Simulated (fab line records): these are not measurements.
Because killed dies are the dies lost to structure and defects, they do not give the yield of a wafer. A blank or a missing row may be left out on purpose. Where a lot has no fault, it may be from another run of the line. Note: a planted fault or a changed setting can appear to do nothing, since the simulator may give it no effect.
The tool behind it: which one? / flow sky130 / 6 lots, 18 wafers sampled, at 3 steps of a route of 708

## WHAT THE GAUGES SHOWED, per wafer
SKY_VIA3_THK_MEAS_01.
lot=L443; measured=day 39 02:24; on=filmMetro-01; VIA3_HDPCVD_THK (nm)=1656 1623 1610
lot=L447; measured=day 41 06:38; on=filmMetro-04; VIA3_HDPCVD_THK (nm)=1623 1620 1627
lot=L449; measured=day 41 10:31; on=filmMetro-01; VIA3_HDPCVD_THK (nm)=1631 1660 1674
lot=L452; measured=day 42 00:34; on=filmMetro-04; VIA3_HDPCVD_THK (nm)=1645 1644 1637
lot=L458; measured=day 44 06:28; on=filmMetro-02; VIA3_HDPCVD_THK (nm)=1644 1641 1641
lot=L461; measured=day 44 10:56; on=filmMetro-02; VIA3_HDPCVD_THK (nm)=1647 1655 1645

## EACH LOT AND THE TOOL THAT RAN IT (in order: tool; ch and the chambers of the sampled wafers; start)
lot=L443; SKY_VIA2_STRIP_16=plasmaAsher-01 ch 0,1, day 36 19:45; SKY_METAL3_STRIP_19=plasmaAsher-02 ch 0,1, day 39 01:38
lot=L447; SKY_VIA2_STRIP_16=plasmaAsher-03 ch 0,1, day 38 18:33; SKY_METAL3_STRIP_19=plasmaAsher-04 ch 0,1, day 40 22:25
lot=L449; SKY_VIA2_STRIP_16=plasmaAsher-01 ch 0,1, day 39 08:51; SKY_METAL3_STRIP_19=plasmaAsher-02 ch 0,1, day 41 09:43
lot=L452; SKY_VIA2_STRIP_16=plasmaAsher-03 ch 0,1, day 39 22:07; SKY_METAL3_STRIP_19=plasmaAsher-02 ch 0,1, day 41 23:49
lot=L458; SKY_VIA2_STRIP_16=plasmaAsher-03 ch 0,1, day 42 05:15; SKY_METAL3_STRIP_19=plasmaAsher-01 ch 0, day 44 05:40
lot=L461; SKY_VIA2_STRIP_16=plasmaAsher-02 ch 0,1, day 42 09:35; SKY_METAL3_STRIP_19=plasmaAsher-04 ch 0,1, day 44 10:05
- SKY_VIA2_STRIP_16: strips in O2/N2.
- SKY_METAL3_STRIP_19: strips in O2/N2.

## THE ANSWER, worked out from the rows above alone
Rule: the usual values come from the lots themselves. Put in order of their means at a reading, lots are off if they are a third of the lots or fewer, leave a main group of 4 or more, and stand apart from it by a gap of 3 or more times the standard deviation of the main group's means; of several such gaps the widest counts. If all means in a main group match to the digits the tables above print for the reading, that group is not used. Also off: a lot with no number at a reading for which 4 or more lots have one. Where the step has rows for the other lots, those lots are counted as sound.
None of the lots is off at any reading shown; this tells nothing.

## WHAT WAS PUT IN BY THE SIMULATOR
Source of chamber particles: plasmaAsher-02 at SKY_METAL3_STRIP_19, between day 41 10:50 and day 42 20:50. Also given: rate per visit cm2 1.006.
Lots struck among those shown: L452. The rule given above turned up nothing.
